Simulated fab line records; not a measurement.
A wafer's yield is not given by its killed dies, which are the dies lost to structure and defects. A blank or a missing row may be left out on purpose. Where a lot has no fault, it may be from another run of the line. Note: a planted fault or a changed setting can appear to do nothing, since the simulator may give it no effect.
Matching of chambers / flow sky130 / rie_diel-02 running SKY_VIA3_ETCH_15: 4 sister chambers
The step etches SiO2 in C4F8/O2/Ar, stops on TiN, target depth 507 nm, time 78 s. 14 wafers are shown with their chamber, then 7 later ones without.

## EACH WAFER AND ITS CHAMBER
wafer=L076.4; chamber=2; oes_product_au (a.u.)=0.946
wafer=L076.5; chamber=0; oes_product_au (a.u.)=0.945
wafer=L076.6; chamber=1; oes_product_au (a.u.)=0.948
wafer=L081.1; chamber=0; oes_product_au (a.u.)=0.957
wafer=L081.2; chamber=1; oes_product_au (a.u.)=0.950
wafer=L081.3; chamber=2; oes_product_au (a.u.)=0.958
wafer=L085.3; chamber=3; oes_product_au (a.u.)=0.948
wafer=L085.4; chamber=0; oes_product_au (a.u.)=0.936
wafer=L085.6; chamber=1; oes_product_au (a.u.)=0.943
wafer=L086.1; chamber=2; oes_product_au (a.u.)=0.940
wafer=L086.4; chamber=1; oes_product_au (a.u.)=0.943
wafer=L086.6; chamber=0; oes_product_au (a.u.)=0.941
wafer=L091.2; chamber=0; oes_product_au (a.u.)=0.948
wafer=L091.3; chamber=3; oes_product_au (a.u.)=0.944

SIGNATURES, as means of the wafers listed above
reading=oes_product_au; chamber 0=0.94540; chamber 1=0.94600; chamber 2=0.94800; chamber 3=0.94600; scatter within a chamber=0.00681
Rule: a wafer lies at a distance from a chamber equal to the root of the sum of squares, over the readings, of (its reading less the chamber's mean, divided by the reading's scatter). The wafer belongs to the nearest chamber; if the next one is less than 2 further off, it can't be placed. The scatter is the square root of a quotient: the sum, over the shown wafers, of each reading's squared deviation from its chamber's mean, divided by wafers minus chambers.

## WAFERS WITH NO CHAMBER GIVEN
wafer=L091.6; oes_product_au (a.u.)=0.945
wafer=L092.4; oes_product_au (a.u.)=0.944
wafer=L092.5; oes_product_au (a.u.)=0.946
wafer=L092.6; oes_product_au (a.u.)=0.947
wafer=L095.3; oes_product_au (a.u.)=0.952
wafer=L095.4; oes_product_au (a.u.)=0.942
wafer=L095.6; oes_product_au (a.u.)=0.952

## WHICH CHAMBER EACH ONE RAN IN
wafer=L091.6; from the rows above=can't be placed: 0 or 1 or 3 or 2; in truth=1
wafer=L092.4; from the rows above=can't be placed: 0 or 1 or 3 or 2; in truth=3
wafer=L092.5; from the rows above=can't be placed: 1 or 3 or 0 or 2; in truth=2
wafer=L092.6; from the rows above=can't be placed: 1 or 2 or 3 or 0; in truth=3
wafer=L095.3; from the rows above=can't be placed: 2 or 1 or 3 or 0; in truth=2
wafer=L095.4; from the rows above=can't be placed: 0 or 1 or 3 or 2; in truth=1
wafer=L095.6; from the rows above=can't be placed: 2 or 1 or 3 or 0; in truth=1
Correctly placed: 0 of 7. Unplaceable from these rows: 7, with the true chamber sitting among the candidates in 7. Placed wrongly: 0.
